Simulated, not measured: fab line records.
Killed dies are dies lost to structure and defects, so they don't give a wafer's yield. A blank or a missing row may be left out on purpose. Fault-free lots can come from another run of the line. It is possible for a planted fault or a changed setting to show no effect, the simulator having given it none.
Struck lot and sound lot, side by side / flow sky130 / 14 steps out of a route of 708
Sound: wafers L542.2, L542.3, L542.6. Struck: wafers L545.4, L545.5, L545.6. Last of all comes the cause.
At each step with rows: each side's tool, then ch and its chambers, then its first start. Under that, the readings that differ: sound wafers / struck wafers / difference of the means / sigmas: that difference in standard deviations of wafers without a fault.
alike: a reading whose means differ by less than 2 such deviations, as well as words and numbers matching on both sides. not compared: withheld readings; readings where some wafer has no value; bounds like >300 that might hide an equal value; numbers whose values overlap and for which the record gives no deviation.
Wherever a step has rows on one side only, a row that says differs or no value, or a row with sigmas, the two part there. Non-overlapping numbers with no deviation appear without sigmas and do not part them. A reading missing from all wafers of one side parts the sides only when that side holds two or more wafers.

first, 1 step without rows for these wafers: SKY_VIA3_ETCH_14 (etches BARC in N2/H2, stops on SiO2, time 45.9 s, target depth 60 nm).
SKY_VIA3_ETCH_15: etches SiO2 in C4F8/O2/Ar, stops on TiN, target depth 507 nm, time 78 s.
  sound on rie diel-03 ch 1,2,3, day 41 00:33; struck on rie diel-03 ch 2,3, day 41 17:31
  alike: oes product au
  not compared: rf hours counter h
then, 4 steps without rows for these wafers: SKY_VIA3_STRIP_16 (strips in O2/N2); SKY_VIA3_STRIP_17 (strips in post etch residue remover, time 1200 s); SKY_VIA3_CLEAN_18 (cleans in IPA, time 180 s); SKY_VIA3_CLEAN_19 (cleans in O3/DIW).
SKY_VIA3_SPUTTER_20: material TiN, target thk 20 nm, time 80 s.
  sound: pvd sputter-02 at day 41 01:12; struck: pvd sputter-02 at day 41 18:10
  alike: cathode dc power W, chamber pressure pa, throttle valve pct
SKY_VIA3_CVD_21: deposits W, target thk 390 nm, time 117.31 s.
  sound on cvd w-02 ch 0,1, day 41 01:16; struck on cvd w-01 ch 0,1, day 41 18:17
  alike: heater power w
SKY_VIA3_RS_MEAS_22: measures by four-point-probe.
  sound: film metro-02 at day 41 01:25; struck: film metro-01 at day 41 18:25
  alike: VIA3_W_RS
SKY_VIA3_THK_MEAS_23: measures by xrf.
  sound: film metro-02 at day 41 01:31; struck: film metro-01 at day 41 18:31
  alike: VIA3_W_THK
SKY_VIA3_CMP_24: polishes, stops on SiO2, t overpolish 20 s, target thk 0 nm.
  sound on cmp-02 ch 1,3, day 41 01:34; struck on cmp-02 ch 0,1,2, day 41 18:52
  alike: motor current A, overpolish run s, time to endpoint s
then, 1 step without rows for these wafers: SKY_METAL4_SPUTTER_00 (material Ti, target thk 15 nm, time 10 s).
SKY_METAL4_SPUTTER_01: material TiN, target thk 20 nm, time 16.7 s.
  sound: pvd sputter-03 at day 41 01:53; struck: pvd sputter-03 at day 41 19:02
  no value came back on the struck wafers for cathode dc power W (W), chamber pressure pa (Pa), throttle valve pct (%); on the sound wafers cathode dc power W (W) reads 6500.5 6498.1 6500.9
SKY_METAL4_SPUTTER_02: material AlCu, target thk 735 nm, time 39.1 s.
  sound: pvd sputter-03 at day 41 01:55; struck: pvd sputter-03 at day 41 19:04
  alike: cathode dc power W, chamber pressure pa, throttle valve pct

WHERE THEY PART
At SKY_METAL4_SPUTTER_01 and nowhere else, as far as this record goes. Later steps at which nothing parts them and some readings are alike: SKY_METAL4_SPUTTER_02.

WHY: the cause the simulator had injected
Skipped step whole: pvd sputter-03, from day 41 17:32 on, at SKY_METAL4_SPUTTER_01. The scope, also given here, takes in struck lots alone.
